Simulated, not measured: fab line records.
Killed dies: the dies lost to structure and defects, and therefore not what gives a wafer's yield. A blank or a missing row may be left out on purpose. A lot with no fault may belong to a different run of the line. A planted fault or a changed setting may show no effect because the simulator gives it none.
A struck lot beside a sound one ; flow gf180mcu ; 25 out of 602 route steps
Sound: wafers L669.2, L669.3, L669.6. Struck: wafer L689.3 (left out: L689.4, a lot-mate that was not struck); the cause follows at the end.
Per side, at each step with rows, come the tool, then ch with its chambers, and then its first start. Under that, the readings that differ: sound wafers ; struck wafers ; difference of the means ; sigmas: that difference in standard deviations of wafers without a fault.
alike: readings whose means differ by less than 2 such deviations, and words and numbers that are the same on both sides. not compared: withheld readings, readings that some wafer has no value for, bounds like >300 that may hide the same value, and numbers for which the record gives no deviation and whose values overlap.
Wherever a step has rows on one side only, a row that says differs or no value, or a row with sigmas, the two part there. When numbers do not overlap yet have no deviation, they are printed without sigmas and do not part them. Lack of a reading on every wafer of one side parts them only where that side has two or more wafers.

first, 5 steps without rows for these wafers: GF_HV_LDD_COAT_14 (resist thk 1000 nm); GF_HV_LDD_SOFTBAKE_15 (time 60 s); GF_HV_LDD_EXPOSE_16 (exposes mask Pplus LV AREA, target cd 400 nm); GF_HV_LDD_PEB_17; GF_HV_LDD_DEVELOP_18 (develop time 60 s).
GF_HV_LDD_CD_MEAS_19: target cd 400 nm.
  sound on cd sem-02 at day 11 05:49; struck on cd sem-01 at day 17 03:23
  alike: cd nm
GF_HV_LDD_OVL_MEAS_20:
  sound on overlay-01 at day 11 05:56; struck on overlay-02 at day 17 03:29
  alike: HV_LDD_01_OVL
next, for these wafers, 1 step has no rows: GF_HV_LDD_IMPLANT_21.
GF_HV_LDD_STRIP_22: strips in O2/N2.
  sound on plasma asher-02 ch 1, day 11 06:07; struck on plasma asher-01 ch 1, day 17 03:41
reading;sound;struck;difference;sigmas
heater power w (W);342 344 348;315;-30;-2
  alike: drypump motor current A, oes product au, strip time to endpoint s
  not compared: rf hours counter h
GF_HV_LDD_TW_MEAS_23:
  sound on film metro-02 at day 11 06:13; struck on film metro-02 at day 17 03:47
  alike: HV_LDD_2_TW
then, 2 steps without rows for these wafers: GF_HV_LDD_DEHYDRATE_24 (time 60 s); GF_HV_LDD_HMDS_25 (prime time 60 s).
GF_HV_LDD_COAT_26: resist thk 1000 nm.
  sound on litho track-04 ch 0, day 11 15:20; struck on litho track-03 ch 0, day 17 14:42
reading;sound;struck;difference;sigmas
dispense pressure kPa (kPa);48 48 48;57;+9;+2
model.NOVOLAK_of_HV_LDD_COAT_26.thk nm (nm);998.5 997.4 997.9;977.5;-20.4;
then, 3 steps without rows for these wafers: GF_HV_LDD_SOFTBAKE_27 (time 60 s); GF_HV_LDD_EXPOSE_28 (exposes mask Nplus HV AREA, target cd 400 nm); GF_HV_LDD_PEB_29.
GF_HV_LDD_DEVELOP_30: develop time 60 s.
  sound on litho track-01 ch 0, day 12 00:37; struck on litho track-03 ch 0, day 18 02:27
reading;sound;struck;difference;sigmas
model.NOVOLAK_of_HV_LDD_COAT_26.thk nm (nm);998 996.9 997.5;977.1;-20.4;
GF_HV_LDD_CD_MEAS_31: target cd 400 nm.
  sound on cd sem-02 at day 12 00:46; struck on cd sem-01 at day 18 02:35
  alike: cd nm
GF_HV_LDD_OVL_MEAS_32:
  sound on overlay-01 at day 12 00:52; struck on overlay-01 at day 18 02:41
  alike: HV_LDD_02_OVL
then, 4 steps without rows for these wafers: GF_HV_LDD_IMPLANT_33; GF_HV_LDD_IMPLANT_34; GF_HV_LDD_IMPLANT_35; GF_HV_LDD_IMPLANT_36.
GF_HV_LDD_STRIP_37: strips in O2/N2.
  sound on plasma asher-01 ch 0,1, day 12 01:30; struck on plasma asher-01 ch 0, day 18 03:20
reading;sound;struck;difference;sigmas
strip time to endpoint s (s);12.61 12.58 12.58;12.35;-0.24;-7
  alike: drypump motor current A, heater power w, oes product au
  not compared: rf hours counter h
GF_HV_LDD_TW_MEAS_38:
  sound on film metro-04 at day 12 01:37; struck on film metro-04 at day 18 03:25
  alike: HV_LDD_3_TW

WHERE THEY PART
First at GF_HV_LDD_STRIP_22; last, within this record, at GF_HV_LDD_STRIP_37. Later steps at which nothing parts them and some readings are alike: GF_HV_LDD_TW_MEAS_38.

WHY: what the simulator had put in
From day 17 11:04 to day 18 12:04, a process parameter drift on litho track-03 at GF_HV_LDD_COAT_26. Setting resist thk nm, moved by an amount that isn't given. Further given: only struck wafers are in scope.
